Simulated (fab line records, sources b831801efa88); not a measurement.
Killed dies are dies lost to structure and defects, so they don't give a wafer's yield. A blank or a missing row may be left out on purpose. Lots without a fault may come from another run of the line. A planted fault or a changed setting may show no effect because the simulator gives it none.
Which tool did it? | flow sky130 | 12 lots, 36 wafers sampled, at 3 steps of a route of 708

WHAT THE GAUGES READ, wafer by wafer
SKY_METAL3_OVL_MEAS_14.
lot  | measured     | on         | METAL3_OVL (nm)
L077 | day 39 01:11 | overlay-01 | -10 -4 -6
L076 | day 39 07:16 | overlay-02 | 4 -2 -9
L079 | day 39 14:29 | overlay-02 | 3 4 2
L081 | day 40 19:30 | overlay-01 | 5 -3 4
L083 | day 41 04:38 | overlay-02 | 5 12 16
L085 | day 42 08:06 | overlay-02 | -1 0 -4
L087 | day 42 14:04 | overlay-02 | -3 -3 0
L089 | day 42 22:07 | overlay-01 | 2 4 8
L091 | day 43 10:07 | overlay-01 | 6 0 3
L093 | day 43 21:50 | overlay-02 | 1 -5 -4
L095 | day 44 14:02 | overlay-01 | 0 5 -2
L097 | day 45 06:34 | overlay-02 | -3 -4 -2

WHICH TOOL RAN EACH LOT (tool, then ch and the chambers of the sampled wafers, then the start)
lot  | SKY_VIA1_STRIP_16                    | SKY_METAL2_STRIP_20
L077 | plasma_asher-01 ch 0,1, day 34 08:04 | plasma_asher-03 ch 0, day 35 13:08
L076 | plasma_asher-04 ch 0,1, day 34 14:27 | plasma_asher-01 ch 0,1, day 35 18:52
L079 | plasma_asher-01 ch 0,1, day 34 22:33 | plasma_asher-01 ch 0,1, day 36 03:14
L081 | plasma_asher-01 ch 0,1, day 36 06:28 | plasma_asher-03 ch 0,1, day 37 11:07
L083 | plasma_asher-01 ch 0,1, day 36 15:21 | plasma_asher-03 ch 0,1, day 37 20:41
L085 | plasma_asher-04 ch 0,1, day 38 00:44 | plasma_asher-02 ch 0,1, day 39 04:46
L087 | plasma_asher-01 ch 0,1, day 38 05:44 | plasma_asher-03 ch 0,1, day 39 09:50
L089 | plasma_asher-03 ch 0, day 38 15:48   | plasma_asher-03 ch 0,1, day 39 19:35
L091 | plasma_asher-03 ch 0,1, day 39 06:23 | plasma_asher-02 ch 0,1, day 40 09:32
L093 | plasma_asher-04 ch 0,1, day 39 18:05 | plasma_asher-02 ch 0, day 40 20:04
L095 | plasma_asher-03 ch 0,1, day 40 11:54 | plasma_asher-02 ch 0,1, day 41 13:27
L097 | plasma_asher-04 ch 0,1, day 41 06:15 | plasma_asher-03 ch 0,1, day 42 07:35
- SKY_VIA1_STRIP_16: strips in O2/N2.
- SKY_METAL2_STRIP_20: strips in O2/N2.

THE ANSWER, worked out from the rows above alone
Rule: what is usual is taken from the lots themselves. Put in order of their means at a reading, lots are off if they are a third of the lots or fewer, leave a main group of 4 or more, and stand apart from it by a gap of 3 or more times the standard deviation of the main group's means; of several such gaps the widest counts. A main group whose means are all the same, to the digits that the tables above print for the reading, isn't used. A lot without any number at a reading at which 4 lots or more have one is off too. The other lots that the step has rows for count as sound.
No lot is off at any reading shown: from this, nothing can be told.

WHAT THE SIMULATOR HAD PUT IN
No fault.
